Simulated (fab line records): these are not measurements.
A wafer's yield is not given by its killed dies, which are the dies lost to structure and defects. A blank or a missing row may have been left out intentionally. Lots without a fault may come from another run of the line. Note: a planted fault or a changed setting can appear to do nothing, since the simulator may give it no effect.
Split-lot trial | flow sky130 | 5 lots, 23 wafers read, on a route of 708 steps

ABOUT THE SPLIT
At SKY_VT_ADJUST_HVTR_COAT_02 (resist thk 1140 nm), the setting spinRpm was moved away from the recipe's 3000 rpm on 8 of the 23 wafers read, by -7.2% to +6.0%. This setting was run at the recipe's value on the other wafers.

The reading comes from the split's own step.

THE READING
NOVOLAK_of_VT_ADJUST_HVTR_COAT_02.thkNm (the simulator's own value, which no gauge read), in nm, at SKY_VT_ADJUST_HVTR_COAT_02 (resist thk 1140 nm). There is no usual value for it anywhere in the file. Across the 15 wafers here that went through the recipe, the average is 1137 nm and the standard deviation 2.5 nm.

wafer  | tool, chamber at the split | spinRpm as run, rpm | against the recipe | NOVOLAK_of_VT_ADJUST_HVTR_COAT_02.thkNm, nm | against lot-mates on the recipe
L075.1 | lithoTrack-04, 0           | 2803                | -6.6%              | 1180                                        | +42
L075.2 | lithoTrack-04, 0           | 2803                | -6.6%              | 1180                                        | +42
L075.3 | lithoTrack-04, 0           | 3000                | recipe             | 1138                                        | -
L075.4 | lithoTrack-04, 0           | 3000                | recipe             | 1138                                        | -
L075.6 | lithoTrack-04, 0           | 3000                | recipe             | 1139                                        | -
L077.2 | lithoTrack-04, 0           | 3000                | recipe             | 1136                                        | -
L077.3 | lithoTrack-04, 0           | 3000                | recipe             | 1138                                        | -
L077.5 | lithoTrack-04, 0           | 3000                | recipe             | 1140                                        | -
L079.1 | lithoTrack-03, 0           | 3000                | recipe             | 1135                                        | -
L079.2 | lithoTrack-03, 0           | 3180                | +6.0%              | 1103                                        | -32
L079.4 | lithoTrack-03, 0           | 3180                | +6.0%              | 1104                                        | -32
L079.5 | lithoTrack-03, 0           | 3180                | +6.0%              | 1107                                        | -28
L079.6 | lithoTrack-03, 0           | 3000                | recipe             | 1136                                        | -
L081.1 | lithoTrack-03, 0           | 2784                | -7.2%              | 1178                                        | +41
L081.2 | lithoTrack-03, 0           | 2784                | -7.2%              | 1179                                        | +42
L081.3 | lithoTrack-03, 0           | 3000                | recipe             | 1134                                        | -
L081.4 | lithoTrack-03, 0           | 3000                | recipe             | 1140                                        | -
L081.6 | lithoTrack-03, 0           | 2784                | -7.2%              | 1180                                        | +43
L085.1 | lithoTrack-03, 0           | 3000                | recipe             | 1134                                        | -
L085.2 | lithoTrack-03, 0           | 3000                | recipe             | 1132                                        | -
L085.4 | lithoTrack-03, 0           | 3000                | recipe             | 1133                                        | -
L085.5 | lithoTrack-03, 0           | 3000                | recipe             | 1137                                        | -
L085.6 | lithoTrack-03, 0           | 3000                | recipe             | 1139                                        | -

THE FIT
A straight line over all 23 wafers: NOVOLAK_of_VT_ADJUST_HVTR_COAT_02.thkNm changes by -5.85 nm for each +1% of spinRpm; r = -0.99; the points scatter about the line by 2.8 nm.
The same after taking each lot's own level away (the mean of its wafers on the recipe; 23 wafers): -5.7 nm for each +1%; r = -0.99; scatter 2.4 nm.
That fit puts the effect of the largest move of spinRpm on the reading at 41 nm.
The span of the lots' own levels, 1135.0 to 1138.3 nm, comes to 1.3 times the standard deviation stated above.
The two slopes are in agreement: the lot-to-lot level therefore moves the slope only a little.
Check: +42.2 nm against its lot-mates is what the line predicts for one of the wafers moved furthest among these (-7.2%) when that wafer is left out of the fit. Against them it came out at +41 nm.

THE OTHER SPLITS THESE WAFERS WENT THROUGH
Note: prior to the reading, these wafers also went through further splits. Each is held against what the fit with the lots' levels taken away leaves over:
other split on the same wafers       | wafers away from the commonest value | r with NOVOLAK_of_VT_ADJUST_HVTR_COAT_02.thkNm (lot level and that fit taken away)
SKY_VT_ADJUST_NCORE_EXPOSE_04 doseMj | 5                                    | +0.06

THE WHOLE CHAIN: every reading that the file lists as answering this split, in the file's order
step                        | what it does       | reading                                                                                  | change (the file's fit)              | r (the file's)
SKY_VT_ADJUST_HVTR_COAT_02  | resist thk 1140 nm | NOVOLAK_of_VT_ADJUST_HVTR_COAT_02.thkNm (the simulator's own value, which no gauge read) | -5.81 nm for each +1% of the setting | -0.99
SKY_VT_ADJUST_HVTR_STRIP_10 | strips in O2/N2    | stripTimeToEndpointS                                                                     | withheld for each +1% of the setting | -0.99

THE FILE'S OWN FIT
NOVOLAK_of_VT_ADJUST_HVTR_COAT_02.thkNm changes by -5.81 nm for each +1% of spinRpm, r = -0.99.
